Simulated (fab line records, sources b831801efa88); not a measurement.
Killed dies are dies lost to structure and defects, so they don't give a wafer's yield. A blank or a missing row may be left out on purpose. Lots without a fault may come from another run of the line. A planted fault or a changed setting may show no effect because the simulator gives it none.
Which tool did it? | flow sky130 | 11 lots, 33 wafers sampled, at 5 steps of a route of 708

WHAT THE GAUGES READ, wafer by wafer
SKY_VIA2_RS_MEAS_22: measures by four-point-probe.
lot  | measured     | on            | VIA2_W_RS (ohm/sq)
L734 | day 37 08:54 | film_metro-03 | 0.2719 0.2734 0.2727
L736 | day 37 19:17 | film_metro-03 | 0.2694 0.2687 0.2707
L738 | day 38 13:09 | film_metro-04 | 0.2733 0.2687 0.2728
L740 | day 39 03:55 | film_metro-03 | 0.2706 0.2734 0.2750
L745 | day 40 13:31 | film_metro-03 | 58.362 58.948 59.226
L746 | day 41 07:19 | film_metro-04 | 56.853 56.989 57.819
L747 | day 41 08:09 | film_metro-03 | 58.661 57.000 58.236
L749 | day 41 22:33 | film_metro-03 | 0.2704 0.2684 0.2725
L750 | day 42 16:34 | film_metro-01 | 0.2704 0.2686 0.2699
L751 | day 42 17:11 | film_metro-01 | 0.2731 0.2693 0.2705
L753 | day 42 23:10 | film_metro-03 | 0.2733 0.2670 0.2666

SKY_VIA2_THK_MEAS_23: measures by xrf.
lot  | measured     | on            | VIA2_W_THK (nm)
L734 | day 37 09:01 | film_metro-03 | 412 408 407
L736 | day 37 19:23 | film_metro-03 | 415 415 414
L738 | day 38 13:16 | film_metro-04 | 417 426 421
L740 | day 39 04:01 | film_metro-03 | 409 407 406
L745 | day 40 13:38 | film_metro-03 | - <0 -
L746 | day 41 07:25 | film_metro-04 | <0 <0 -
L747 | day 41 08:16 | film_metro-03 | <0 - <0
L749 | day 41 22:39 | film_metro-03 | 409 413 409
L750 | day 42 16:41 | film_metro-01 | 427 432 427
L751 | day 42 17:17 | film_metro-01 | 425 433 428
L753 | day 42 23:16 | film_metro-03 | 408 419 422

SKY_CAPM_THK_MEAS_01.
lot  | measured     | on            | CAPM_CVD_00_THK (nm)
L734 | day 37 09:33 | film_metro-02 | 15.42 15.58 15.77
L736 | day 37 19:56 | film_metro-02 | 15.58 15.51 15.51
L738 | day 38 13:48 | film_metro-02 | 15.53 15.65 15.46
L740 | day 39 05:42 | film_metro-04 | 15.57 15.75 15.64
L749 | day 41 23:11 | film_metro-03 | 15.51 15.71 15.65
L750 | day 42 17:22 | film_metro-03 | 15.43 15.31 15.68
L751 | day 42 17:50 | film_metro-02 | 15.46 15.69 15.52
L753 | day 42 23:47 | film_metro-03 | 15.78 15.53 15.97

WHICH TOOL RAN EACH LOT (tool, then ch and the chambers of the sampled wafers, then the start)
lot  | SKY_VIA2_ETCH_14                   | SKY_VIA2_CVD_21
L734 | rie_diel-04 ch 1,2,3, day 37 07:59 | cvd_w-02 ch 1, day 37 08:45
L736 | rie_diel-04 ch 0,1,2, day 37 18:22 | cvd_w-01 ch 0,1, day 37 19:08
L738 | rie_diel-01 ch 1,3, day 38 12:14   | cvd_w-02 ch 0,1, day 38 13:00
L740 | rie_diel-03 ch 0,2,3, day 39 02:59 | cvd_w-02 ch 0,1, day 39 03:46
L745 | rie_diel-04 ch 1,3, day 40 12:37   | cvd_w-01 ch 0,1, day 40 13:23
L746 | rie_diel-04 ch 1,2, day 41 06:19   | cvd_w-01 ch 0,1, day 41 07:11
L747 | rie_diel-01 ch 2,3, day 41 07:11   | cvd_w-02 ch 0,1, day 41 08:01
L749 | rie_diel-03 ch 1,2, day 41 21:37   | cvd_w-02 ch 0,1, day 41 22:25
L750 | rie_diel-04 ch 0,3, day 42 15:31   | cvd_w-02 ch 0,1, day 42 16:26
L751 | rie_diel-03 ch 1,3, day 42 16:05   | cvd_w-01 ch 0,1, day 42 17:04
L753 | rie_diel-04 ch 0,1,2, day 42 22:07 | cvd_w-01 ch 0,1, day 42 23:01
- SKY_VIA2_ETCH_14: etches BARC in N2/H2, stops on SiO2, time 45.9 s, target depth 60 nm.
- SKY_VIA2_CVD_21: deposits W, target thk 420 nm, time 126.4 s.

WHAT THE TOOLS THEMSELVES READ (means of the sampled wafers that have a number; where no wafer has one, the mark that the record gives instead)
SKY_VIA2_ETCH_14.
lot  | tool        | drypump_motor_current_A (A) | oes_product_au (a.u.) | throttle_valve_pct (%)
L734 | rie_diel-04 | 5.8                         | 0.852                 | 13.224
L736 | rie_diel-04 | 5.8                         | 0.857                 | 13.225
L738 | rie_diel-01 | 5.6                         | 0.856                 | 13.219
L740 | rie_diel-03 | 5.5                         | 0.856                 | 13.224
L745 | rie_diel-04 | 5.9                         | 0.848                 | 13.222
L746 | rie_diel-04 | 5.8                         | 0.850                 | 13.225
L747 | rie_diel-01 | 5.7                         | 0.857                 | 13.224
L749 | rie_diel-03 | 5.3                         | 0.851                 | 13.238
L750 | rie_diel-04 | 5.9                         | 0.855                 | 13.218
L751 | rie_diel-03 | 5.7                         | 0.851                 | 13.223
L753 | rie_diel-04 | 5.8                         | 0.858                 | 13.229

SKY_VIA2_CVD_21.
lot  | tool     | chamber_pressure_Torr (Torr) | heater_power_outer_w (W) | heater_power_w (W)
L734 | cvd_w-02 | 39.98                        | 484                      | 833
L736 | cvd_w-01 | 39.98                        | 490                      | 854
L738 | cvd_w-02 | 40.07                        | 501                      | 859
L740 | cvd_w-02 | 39.98                        | 486                      | 856
L745 | cvd_w-01 | -                            | -                        | -
L746 | cvd_w-01 | -                            | -                        | -
L747 | cvd_w-02 | -                            | -                        | -
L749 | cvd_w-02 | 39.98                        | 488                      | 853
L750 | cvd_w-02 | 40.12                        | 499                      | 847
L751 | cvd_w-01 | 39.93                        | 487                      | 793
L753 | cvd_w-01 | 39.97                        | 489                      | 790

THE ANSWER, worked out from the rows above alone
Rule: what is usual is taken from the lots themselves. Put in order of their means at a reading, lots are off if they are a third of the lots or fewer, leave a main group of 4 or more, and stand apart from it by a gap of 3 or more times the standard deviation of the main group's means; of several such gaps the widest counts. A main group whose means are all the same, to the digits that the tables above print for the reading, isn't used. A lot without any number at a reading at which 4 lots or more have one is off too. The other lots that the step has rows for count as sound. The gauges are gone through in route order, then the tools' own readings, and for those a lot's mean is taken as printed above. The first step at which some lot is off is used, and at that step the reading that is off furthest; a lot without a number counts as furthest.
Off: L745, L746, L747, at SKY_VIA2_RS_MEAS_22 (VIA2_W_RS). The main group: mean 0.2709 ohm/sq, standard deviation 0.0014.
A tool fits if, at a process step before that reading, it ran every lot that is off, and no sound lot after the first of them. The gauges at SKY_VIA2_RS_MEAS_22 aren't tried: what is off there is off at SKY_VIA2_CVD_21 too, on other tools, and a gauge's error can't cause that. None of those tried fits.

WHAT THE SIMULATOR HAD PUT IN
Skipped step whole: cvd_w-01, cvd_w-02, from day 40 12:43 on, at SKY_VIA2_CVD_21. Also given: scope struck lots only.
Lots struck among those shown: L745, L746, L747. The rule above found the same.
